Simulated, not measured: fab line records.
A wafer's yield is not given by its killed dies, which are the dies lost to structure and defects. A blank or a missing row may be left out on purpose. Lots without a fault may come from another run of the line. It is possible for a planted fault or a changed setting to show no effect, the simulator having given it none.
Which tool is to blame?    flow sky130    45 wafers from 15 lots sampled at 2 of the route's 708 steps

WHAT THE GAUGES READ, wafer by wafer
The record lacks any reading of a measuring or inspecting step that a usual standard deviation could be used to judge.

TOOL THAT RAN EACH LOT (tool first, then ch and the chambers of the sampled wafers, then the start)
lot   SKY_NWELL_IMPLANT_11             SKY_PAD_OPEN_PROBE_99
L137  implanter-03 ch 0, day 5 00:38   -
L139  implanter-03 ch 0, day 5 16:06   -
L140  implanter-02 ch 0, day 5 20:44   -
L141  implanter-03 ch 0, day 6 06:19   -
L143  implanter-03 ch 0, day 6 12:38   prober-01, day 47 12:38
L144  implanter-03 ch 0, day 6 17:32   -
L146  implanter-04 ch 0, day 7 08:52   -
L147  implanter-02 ch 0, day 7 10:27   -
L149  implanter-02 ch 0, day 8 03:26   -
L153  implanter-04 ch 0, day 8 22:57   -
L154  implanter-03 ch 0, day 9 03:40   prober-01, day 50 11:52
L155  implanter-02 ch 0, day 9 14:01   -
L156  implanter-03 ch 0, day 9 19:21   -
L157  implanter-03 ch 0, day 9 21:30   -
L158  implanter-04 ch 0, day 10 05:53  -
- SKY_NWELL_IMPLANT_11
- SKY_PAD_OPEN_PROBE_99

AS READ BY THE TOOLS THEMSELVES (means over the sampled wafers that have a number; for cases with no such wafer, the mark the record gives instead)
SKY_NWELL_IMPLANT_11.
lot   tool          doseIonsCm2
L137  implanter-03  1.8975e+13
L139  implanter-03  1.8990e+13
L140  implanter-02  1.8975e+13
L141  implanter-03  1.8792e+13
L143  implanter-03  1.8735e+13
L144  implanter-03  1.8780e+13
L146  implanter-04  1.9011e+13
L147  implanter-02  1.9012e+13
L149  implanter-02  1.8996e+13
L153  implanter-04  1.8996e+13
L154  implanter-03  1.9005e+13
L155  implanter-02  1.9017e+13
L156  implanter-03  1.9012e+13
L157  implanter-03  1.9026e+13
L158  implanter-04  1.9024e+13

SKY_PAD_OPEN_PROBE_99.
lot   tool       killed_at_M0_to_M3  killed_at_M4_up  killedAtContacts  killedAtFrontEnd  killedAtOther  killedDies  killedOpen  killedShort
L143  prober-01  38                  3.0              24                14                0.0            79          46          33
L154  prober-01  42                  2.0              22                19                0.3            85          45          40

THE ANSWER, worked out from the rows above alone
Rule: usual is defined by the lots themselves. Put in order of their means at a reading, lots are off if they are a third of the lots or fewer, leave a main group of 4 or more, and stand apart from it by a gap of 3 or more times the standard deviation of the main group's means; of several such gaps the widest counts. A main group is skipped when, at the precision printed for the reading in the tables above, its means are all equal. A lot without any number at a reading at which 4 lots or more have one is off too. The other lots that the step has rows for count as sound. The gauges are gone through in route order, then the tools' own readings, and for those a lot's mean is taken as printed above. The first step at which some lot is off is used, and at that step the reading that is off furthest; a lot without a number counts as furthest.
Off: L141, L143, L144 (SKY_NWELL_IMPLANT_11, doseIonsCm2). Mean 1.9003e+13 and standard deviation 1.6e+10 in the main group.
If a tool, at that step or one of the process steps before it, ran each lot that is off and ran no sound lot following the first of them, it fits. Not one of the candidates tried fits.

WHAT WAS PUT IN BY THE SIMULATOR
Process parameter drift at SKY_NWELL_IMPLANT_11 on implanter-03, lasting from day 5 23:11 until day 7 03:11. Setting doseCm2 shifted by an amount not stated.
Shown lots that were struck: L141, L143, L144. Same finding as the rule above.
